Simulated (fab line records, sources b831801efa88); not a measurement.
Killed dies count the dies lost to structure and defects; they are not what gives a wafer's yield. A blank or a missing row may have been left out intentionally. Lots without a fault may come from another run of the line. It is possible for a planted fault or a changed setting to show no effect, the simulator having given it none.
Comparing a struck lot with a sound one    flow sfq line    14 steps out of a route of 325
Sound: wafers L524.3, L524.4, L524.6. Struck: wafers L530.1, L530.4, L530.5. Last of all comes the cause.
Each step with rows lists, per side, the tool, then ch with its chambers, then its first start. Under that, the readings that differ: sound wafers    struck wafers    difference of the means    sigmas: that difference in standard deviations of wafers without a fault.
alike: a reading whose means differ by less than 2 such deviations, as well as words and numbers matching on both sides. not compared: withheld readings; readings where some wafer has no value; bounds like >300 that might hide an equal value; numbers whose values overlap and for which the record gives no deviation.
A row with sigmas, a row that says differs or no value, or rows on one side alone: a step with any of these is where the two part. Numbers that don't overlap but have no deviation are shown without sigmas and don't part them. A reading missing from all wafers of one side parts the sides only when that side holds two or more wafers.

first, 6 steps without rows for these wafers: SFQ_TRILAYER_M0_LITHO_COAT_026 (resist thk 62 nm); SFQ_TRILAYER_M0_LITHO_COAT_021 (resist thk 600 nm); SFQ_TRILAYER_M0_LITHO_SOFTBAKE_025; SFQ_TRILAYER_M0_LITHO_EXPOSE_022 (exposes mask M0, target cd 500 nm); SFQ_TRILAYER_M0_LITHO_PEB_024 (peb time 60 s); SFQ_TRILAYER_M0_LITHO_DEVELOP_023 (time 60 s).
SFQ_M0_OVL_MEAS_906:
  sound on overlay-01, day 7 22:20; struck on overlay-02, day 9 09:08
  alike: M0_OVL
SFQ_TRILAYER_M0_BARC_OPEN_METAL_ETCH_031: etches BARC in O2, target depth 125 nm, time 41.7 s.
  sound on rie metal-04 ch 0,1, day 7 22:22; struck on rie metal-02 ch 0,1, day 9 09:10
  alike: drypump motor current A, oes product au
  not compared: rf hours counter h
SFQ_TRILAYER_M0_ETCH_METAL_ETCH_024: etches Nb in Cl2/Ar, stops on SiO2, target depth 240 nm, time 120 s.
  sound on rie metal-04 ch 0,1, day 7 22:27; struck on rie metal-02 ch 0,1, day 9 09:14
  alike: drypump motor current A, oes product au
  not compared: rf hours counter h
SFQ_TRILAYER_M0_STRIP_STRIP_025: strips in O2.
  sound on rie metal-04 ch 0,1, day 7 22:44; struck on rie metal-02 ch 0,1, day 9 09:22
  alike: drypump motor current A, oes product au
  not compared: rf hours counter h
then, 1 step without rows for these wafers: SFQ_TRILAYER_M0_STRIP_SOLV_CLEAN_026 (cleans in NMP, time 600 s).
SFQ_TRILAYER_I0_DEP_PECVD_027: deposits SiO2 from SiH4/N2O, time 111.11 s, target thk 500 nm.
  sound on pecvd-03 ch 0,2, day 7 23:20; struck on pecvd-03 ch 0,1,2, day 9 10:10
reading                                              sound              struck             difference  sigmas
rf fwd power W (W)                                   183.2 183.4 183.1  110.3 108.5 108.6  -74.1       -99 or more
showerhead vpp V (V)                                 794 829 791        646 623 667        -159        -5
model.SiO2_of_TRILAYER_I0_DEP_PECVD_027.thk nm (nm)  489.2 507.4 502.9  427.6 436.3 436.3  -66.4       
  alike: heater power w, throttle valve pct
SFQ_TRILAYER_I0_CMP_CMP_028: polishes SiO2.
  sound on cmp-01 ch 1,2, day 7 23:54; struck on cmp-01 ch 1,3, day 9 13:20
reading                 sound        struck       difference  sigmas
time to endpoint s (s)  213 232 225  165 172 169  -55         -8
  alike: motor current A
SFQ_I0_BOW_MEAS_907:
  sound on film metro-02, day 8 02:26; struck on film metro-02, day 9 15:50
  alike: I0_BOW

## WHERE THEY PART
First at SFQ_TRILAYER_I0_DEP_PECVD_027; last, within this record, at SFQ_TRILAYER_I0_CMP_CMP_028. Later steps at which nothing parts them and some readings are alike: SFQ_I0_BOW_MEAS_907.

WHY: the cause the simulator had injected
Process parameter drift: pecvd-03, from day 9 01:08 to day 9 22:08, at SFQ_TRILAYER_I0_DEP_PECVD_027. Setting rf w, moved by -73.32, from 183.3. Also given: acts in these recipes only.
